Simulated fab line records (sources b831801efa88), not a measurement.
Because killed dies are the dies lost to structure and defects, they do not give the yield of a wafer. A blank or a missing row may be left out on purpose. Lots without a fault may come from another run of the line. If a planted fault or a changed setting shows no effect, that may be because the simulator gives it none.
What tool caused it? -- flow gf180mcu -- 18 wafers from 6 lots sampled at 4 of the route's 602 steps

== WHAT THE GAUGES READ, wafer by wafer ==
GF_V5_THK_MEAS_01.
lot,measured,on,V5_CVD_00_THK (nm)
L179,day 27 13:36,film metro-03,296 300 301
L181,day 28 08:05,film metro-03,302 301 301
L191,day 31 04:09,film metro-01,295 293 290
L196,day 32 07:14,film metro-01,299 297 299
L198,day 32 20:49,film metro-02,293 299 296

== WHAT TOOL EACH LOT RAN ON (gives the tool, then ch and the chambers of the sampled wafers, and finally the start) ==
lot,GF_MIM_SPUTTER_00,GF_M5_METAL_ETCH_10,GF_M5_STRIP_11
L179,"pvd sputter-01, day 25 18:19","rie metal-01 ch 0,1, day 27 12:50","plasma asher-04 ch 0,1, day 27 12:58"
L181,"pvd sputter-01, day 26 14:23","rie metal-02 ch 0,1, day 28 07:19","plasma asher-04 ch 0,1, day 28 07:26"
L184,"pvd sputter-04, day 27 11:08","rie metal-01 ch 0,1, day 29 02:53","plasma asher-01 ch 0,1, day 29 03:01"
L191,"pvd sputter-04, day 29 13:47","rie metal-01 ch 0,1, day 31 03:25","plasma asher-04 ch 0,1, day 31 03:32"
L196,"pvd sputter-04, day 30 18:54","rie metal-01 ch 0,1, day 32 06:32","plasma asher-01 ch 0,1, day 32 06:39"
L198,"pvd sputter-04, day 31 10:14","rie metal-01 ch 0,1, day 32 20:07","plasma asher-01 ch 0,1, day 32 20:14"
- GF_MIM_SPUTTER_00: material Ti, target thk 37.5 nm, time 150 s.
- GF_M5_METAL_ETCH_10: etches the open film in Cl2/BCl3, stops on SiO2, target depth 750.8 nm, time 125.1 s.
- GF_M5_STRIP_11: strips in O2/N2.

== THE ANSWER, worked out from the rows above alone ==
Rule: what is usual is taken from the lots themselves. Put in order of their means at a reading, lots are off if they are a third of the lots or fewer, leave a main group of 4 or more, and stand apart from it by a gap of 3 or more times the standard deviation of the main group's means; of several such gaps the widest counts. Not used: any main group whose means are identical at the precision the tables above print for the reading. Also off: a lot with no number at a reading for which 4 or more lots have one. Where the step has rows for the other lots, those lots are counted as sound.
No lot is off on any of the readings shown, so nothing can be concluded from this.

== WHAT WAS PUT IN BY THE SIMULATOR ==
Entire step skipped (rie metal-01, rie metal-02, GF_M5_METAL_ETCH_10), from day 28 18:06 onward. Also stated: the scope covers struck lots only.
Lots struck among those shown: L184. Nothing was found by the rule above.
